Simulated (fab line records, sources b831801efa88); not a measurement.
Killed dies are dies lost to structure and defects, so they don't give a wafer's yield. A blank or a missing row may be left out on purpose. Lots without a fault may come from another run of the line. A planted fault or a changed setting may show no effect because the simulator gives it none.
Which tool did it? | flow gf180mcu | 6 lots, 18 wafers sampled, at 2 steps of a route of 602

WHAT THE GAUGES READ, wafer by wafer
GF_DUAL_GATE_THK_MEAS_03.
lot  | measured     | on            | DUAL_GATE_OXIDATION_00_THK (nm)
L726 | day 8 03:31  | film_metro-02 | 10.74 10.76 10.81
L729 | day 8 20:30  | film_metro-01 | 10.73 10.83 10.86
L739 | day 11 17:58 | film_metro-03 | 10.36 10.20 10.47
L741 | day 12 06:26 | film_metro-03 | 7.45 7.44 7.45
L743 | day 12 22:25 | film_metro-02 | 10.81 10.64 10.82
L747 | day 14 17:22 | film_metro-03 | 10.65 10.60 10.66

WHICH TOOL RAN EACH LOT (tool, then ch and the chambers of the sampled wafers, then the start)
lot  | GF_DUAL_GATE_OXIDATION_02
L726 | furnace-01 ch 0, day 8 02:04
L729 | furnace-01 ch 0, day 8 19:04
L739 | furnace-01 ch 0, day 11 16:31
L741 | furnace-01 ch 0, day 12 04:59
L743 | furnace-02 ch 0, day 12 20:58
L747 | furnace-02 ch 0, day 14 15:55
- GF_DUAL_GATE_OXIDATION_02: stabilise 600 s, purge 300 s, target thk 10.887 nm.

THE ANSWER, worked out from the rows above alone
Rule: what is usual is taken from the lots themselves. Put in order of their means at a reading, lots are off if they are a third of the lots or fewer, leave a main group of 4 or more, and stand apart from it by a gap of 3 or more times the standard deviation of the main group's means; of several such gaps the widest counts. A main group whose means are all the same, to the digits that the tables above print for the reading, isn't used. A lot without any number at a reading at which 4 lots or more have one is off too. The other lots that the step has rows for count as sound.
Off: L741, at GF_DUAL_GATE_THK_MEAS_03 (DUAL_GATE_OXIDATION_00_THK). The main group: mean 10.66 nm, standard deviation 0.17.
A tool fits if, at a process step before that reading, it ran every lot that is off, and no sound lot after the first of them. The gauges at GF_DUAL_GATE_THK_MEAS_03 are tried like those tools. One fits: furnace-01 at GF_DUAL_GATE_OXIDATION_02. Its last sound lot is L739 (day 11 16:31), its first lot that is off L741 (day 12 04:59): a fault that began between those two fits.

WHAT THE SIMULATOR HAD PUT IN
Process parameter drift: furnace-01, from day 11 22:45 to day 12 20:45, at GF_DUAL_GATE_OXIDATION_02. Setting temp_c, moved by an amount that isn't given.
Lots struck among those shown: L741. The rule above found the same.
